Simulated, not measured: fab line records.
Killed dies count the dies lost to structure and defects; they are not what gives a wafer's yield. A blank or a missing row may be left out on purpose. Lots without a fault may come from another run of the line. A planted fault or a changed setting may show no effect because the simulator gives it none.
A struck lot beside a sound one | flow gf180mcu | 14 steps out of a route of 602
Sound: these wafers, L675.1, L675.3, L675.4. Wafers L683.2, L683.3, L683.6 were the ones struck. The cause is named last.
At each step with rows: each side's tool, then ch and its chambers, then its first start. Under that, the readings that differ: sound wafers | struck wafers | difference of the means | sigmas: that difference in standard deviations of wafers without a fault.
alike: readings with means less than 2 such deviations apart, plus words and numbers identical on both sides. not compared: withheld readings, readings lacking a value on some wafer, bounds such as >300 that could conceal the same value, and numbers that have no deviation in the record and whose values overlap.
A row with sigmas, a row that says differs or no value, or rows on one side alone: a step with any of these is where the two part. When numbers do not overlap yet have no deviation, they are printed without sigmas and do not part them. Lack of a reading on every wafer of one side parts them only where that side has two or more wafers.

GF_SALICIDE_RTA_08: time 30 s.
  sound on rtp anneal-01 ch 0, day 16 08:34; struck on rtp anneal-02 ch 0, day 19 21:47
  reading            | sound          | struck         | difference | sigmas
  lamp power pct (%) | 18.5 18.5 18.5 | 20.6 20.6 20.6 | +2.1       | +2
  alike: wafer_temp_C_max
then, 1 step without rows for these wafers: GF_CONTACT_CVD_00 (deposits SiO2, target thk 300 nm, time 50 s).
GF_CONTACT_THK_MEAS_01:
  sound on film metro-03 at day 16 08:42; struck on film metro-01 at day 19 21:55
  alike: CONTACT_CVD_00_THK
GF_CONTACT_CVD_02: deposits SiO2 from TEOS, target thk 860 nm, time 95.992 s.
  sound on pecvd-01 ch 0,1,2, day 16 08:46; struck on pecvd-03 ch 1,2, day 19 21:58
  alike: heater power outer w, heater power w
GF_CONTACT_THK_MEAS_03:
  sound on film metro-03 at day 16 08:50; struck on film metro-04 at day 19 22:03
  alike: CONTACT_CVD_02_THK
GF_CONTACT_CMP_04: polishes SiO2.
  sound on cmp-02 ch 0,1,2, day 16 08:53; struck on cmp-01 ch 2,3, day 19 22:09
  alike: motor current A, time to endpoint s
GF_CONTACT_BOW_MEAS_05:
  sound on film metro-03 at day 16 09:11; struck on film metro-01 at day 19 22:25
  alike: CONTACT_BOW
then, 5 steps without rows for these wafers: GF_CONTACT_DEHYDRATE_06 (time 60 s); GF_CONTACT_HMDS_07 (prime time 60 s); GF_CONTACT_COAT_08; GF_CONTACT_COAT_09 (resist thk 1000 nm); GF_CONTACT_SOFTBAKE_10 (time 60 s).
GF_CONTACT_EXPOSE_11: exposes mask Contact, target cd 220 nm.
  sound on krf scanner-02 ch 0, day 16 21:13; struck on krf scanner-01, day 20 09:41
  no value came back on the struck wafers for exposure dose mJ cm2, focus offset nm (nm); on the sound wafers exposure dose mJ cm2 reads 38.31 38.37 38.34
  alike: mask
then, 1 step without rows for these wafers: GF_CONTACT_PEB_12 (peb time 90 s).

== WHERE THEY PART ==
Earliest at GF_SALICIDE_RTA_08; latest, in this record, at GF_CONTACT_EXPOSE_11.

WHY: whatever the simulator had introduced
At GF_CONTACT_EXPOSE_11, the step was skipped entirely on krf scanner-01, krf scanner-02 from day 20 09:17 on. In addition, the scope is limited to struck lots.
